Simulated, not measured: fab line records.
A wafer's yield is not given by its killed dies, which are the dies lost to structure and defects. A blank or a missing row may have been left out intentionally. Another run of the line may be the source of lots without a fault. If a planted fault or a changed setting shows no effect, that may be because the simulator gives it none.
Tool commonality check :: flow gf180mcu :: Sample size 12 lots and 42 wafers

THE REASON FOR OPENING IT
At GF_PSD_RS_MEAS_14 the reading NSD_RS is flagged on 2 of 12 lots. Wafers without a fault read 46.19 ohm/sq, standard deviation 0.096.
Rule: flag the lot when none of its wafers has a number, or when each of its wafers that has one lies beyond 4 standard deviations from that mean. The other lots count as sound.

lot: L797
measured: day 14 03:44
on: film metro-03
NSD_RS (ohm/sq), wafer by wafer: 46.04 46.18 46.01
flag: 

lot: L799
measured: day 14 21:33
on: film metro-04
NSD_RS (ohm/sq), wafer by wafer: 46.20 46.12 46.06
flag: 

lot: L800
measured: day 15 03:24
on: film metro-03
NSD_RS (ohm/sq), wafer by wafer: 46.27 46.29 46.23
flag: 

lot: L803
measured: day 16 06:47
on: film metro-03
NSD_RS (ohm/sq), wafer by wafer: 46.19 46.30 46.19
flag: 

lot: L804
measured: day 16 15:00
on: film metro-01
NSD_RS (ohm/sq), wafer by wafer: 46.03 46.04 45.98
flag: 

lot: L805
measured: day 16 18:52
on: film metro-03
NSD_RS (ohm/sq), wafer by wafer: 49.33 49.30 49.22 49.42 49.32 49.27
flag: FLAGGED

lot: L806
measured: day 17 11:32
on: film metro-03
NSD_RS (ohm/sq), wafer by wafer: 49.43 49.30 49.44 49.32 49.21 49.43
flag: FLAGGED

lot: L814
measured: day 20 19:28
on: film metro-04
NSD_RS (ohm/sq), wafer by wafer: 46.08 46.04 46.17
flag: 

lot: L815
measured: day 21 00:30
on: film metro-03
NSD_RS (ohm/sq), wafer by wafer: 46.12 46.29 46.24
flag: 

lot: L816
measured: day 21 09:59
on: film metro-01
NSD_RS (ohm/sq), wafer by wafer: 46.36 46.31 46.26
flag: 

lot: L818
measured: day 22 00:13
on: film metro-01
NSD_RS (ohm/sq), wafer by wafer: 46.20 46.17 46.19
flag: 

lot: L817
measured: day 22 00:22
on: film metro-04
NSD_RS (ohm/sq), wafer by wafer: 46.16 46.37 46.06
flag: 
The numbers of the flagged lots are 49.33 ohm/sq on average: +3.14 ohm/sq against the usual, or +33 standard deviations.

WHICH TOOL RAN EACH LOT
The record keeps 1 process step preceding the reading, out of 602 steps on the route. Each cell gives the tool, then ch followed by the chambers the sampled wafers passed through, then the start.
lot: L797
flag: 
GF_PSD_RTA_13: rtp anneal-01 ch 0, day 14 03:38

lot: L799
flag: 
GF_PSD_RTA_13: rtp anneal-01 ch 0, day 14 21:28

lot: L800
flag: 
GF_PSD_RTA_13: rtp anneal-01 ch 0, day 15 03:19

lot: L803
flag: 
GF_PSD_RTA_13: rtp anneal-01 ch 0, day 16 06:43

lot: L804
flag: 
GF_PSD_RTA_13: rtp anneal-01 ch 0, day 16 14:55

lot: L805
flag: FLAGGED
GF_PSD_RTA_13: rtp anneal-01 ch 0, day 16 18:46

lot: L806
flag: FLAGGED
GF_PSD_RTA_13: rtp anneal-01 ch 0, day 17 11:28

lot: L814
flag: 
GF_PSD_RTA_13: rtp anneal-01 ch 0, day 20 19:22

lot: L815
flag: 
GF_PSD_RTA_13: rtp anneal-01 ch 0, day 21 00:25

lot: L816
flag: 
GF_PSD_RTA_13: rtp anneal-02 ch 0, day 21 09:54

lot: L818
flag: 
GF_PSD_RTA_13: rtp anneal-02 ch 0, day 22 00:07

lot: L817
flag: 
GF_PSD_RTA_13: rtp anneal-01 ch 0, day 22 00:17
What is done by these steps:
- GF_PSD_RTA_13: time 20 s.
- GF_PSD_RS_MEAS_14: measures by four-point-probe.

FLAGGED AGAINST TOTAL, ONE TOOL AT A TIME (gauges that did the reading follow at the end)
step: GF_PSD_RTA_13
tool: rtp anneal-01
lots run: 10
flagged: 2
share of the flagged lots: all
sound lots run after its first flagged lot: 3 (L814,L815,L817)

step: GF_PSD_RTA_13
tool: rtp anneal-02
lots run: 2
flagged: 0
share of the flagged lots: none
sound lots run after its first flagged lot: -

step: GF_PSD_RS_MEAS_14
tool: film metro-01
lots run: 3
flagged: 0
share of the flagged lots: none
sound lots run after its first flagged lot: -

step: GF_PSD_RS_MEAS_14
tool: film metro-03
lots run: 6
flagged: 2
share of the flagged lots: all
sound lots run after its first flagged lot: 1 (L815)

step: GF_PSD_RS_MEAS_14
tool: film metro-04
lots run: 3
flagged: 0
share of the flagged lots: none
sound lots run after its first flagged lot: -

WHAT THE TABLE PERMITS
rtp anneal-01 at GF_PSD_RTA_13 and film metro-03 at GF_PSD_RS_MEAS_14 are the 2 rows of the table that ran each flagged lot.
- rtp anneal-01 at GF_PSD_RTA_13: 2 of its 10 lots flagged. After the first flagged lot (L814, L815, L817), sound lots still ran on it; a lasting fault on the whole tool would not permit that. Its own readings (wafer_temp_C_max) fall more than 4 standard deviations out on all wafers of the flagged lots.
- film metro-03 at GF_PSD_RS_MEAS_14: 2 of its 6 lots flagged. After the first flagged lot (L815), sound lots still ran on it; a lasting fault on the whole tool would not permit that.
Not one row of the table ran every flagged lot while running no sound lot after the first.

WHAT THE SIMULATOR PUT IN
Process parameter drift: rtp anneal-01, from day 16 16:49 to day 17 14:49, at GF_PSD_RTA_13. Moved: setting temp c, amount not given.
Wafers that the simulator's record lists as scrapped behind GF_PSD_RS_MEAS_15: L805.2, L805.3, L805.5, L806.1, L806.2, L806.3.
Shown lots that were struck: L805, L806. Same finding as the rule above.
